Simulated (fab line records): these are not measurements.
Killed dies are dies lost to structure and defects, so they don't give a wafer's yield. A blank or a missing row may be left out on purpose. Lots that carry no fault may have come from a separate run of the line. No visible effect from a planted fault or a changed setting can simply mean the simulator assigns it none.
Chamber matching    flow gf180mcu    cmp-01 running GF_V2_CMP_26: 4 sister chambers
The step polishes, stops on SiO2, t overpolish 15 s, target thk 0 nm. 4 wafers are shown with their chamber, then 11 later ones without.

## EACH WAFER AND ITS CHAMBER
wafer   chamber  time to endpoint s (s)
L087.5  3        87
L088.4  2        84
L088.6  1        84
L090.2  0        90

## WAFERS MISSING THEIR CHAMBER
wafer   time to endpoint s (s)
L090.4  81
L090.5  82
L092.1  86
L092.2  83
L092.5  80
L094.1  91
L094.2  90
L094.3  85
L097.1  82
L097.2  90
L097.4  89

## CHAMBER TAKEN BY EACH
wafer   from the rows above                in truth
L090.4  can't be placed: 1 or 2 or 3       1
L090.5  can't be placed: 1 or 2 or 3       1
L092.1  can't be placed: 3 or 1 or 2 or 0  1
L092.2  can't be placed: 1 or 2 or 3       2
L092.5  can't be placed: 1 or 2 or 3       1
L094.1  can't be placed: 0 or 3            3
L094.2  can't be placed: 0 or 3            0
L094.3  can't be placed: 1 or 2 or 3       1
L097.1  can't be placed: 1 or 2 or 3       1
L097.2  can't be placed: 0 or 3            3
L097.4  can't be placed: 0 or 3            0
Correct placement for 0 of the 11. Not placeable from these rows: 11 (in 11, the candidates include the true chamber). Number placed wrongly: 0.
How it was worked out, from the rows above alone: a wafer's distance from a chamber is the root of the sum, over the readings, of the square of ((its reading less the chamber's mean) divided by the reading's scatter). The wafer belongs to the nearest chamber; if the next one is less than 2 further off, it can't be placed. A chamber's mean is the mean of its shown wafers. The scatter (one wafer shown for each chamber): square how far every hidden wafer sits from the nearest shown wafer, average those squares and take the square root.
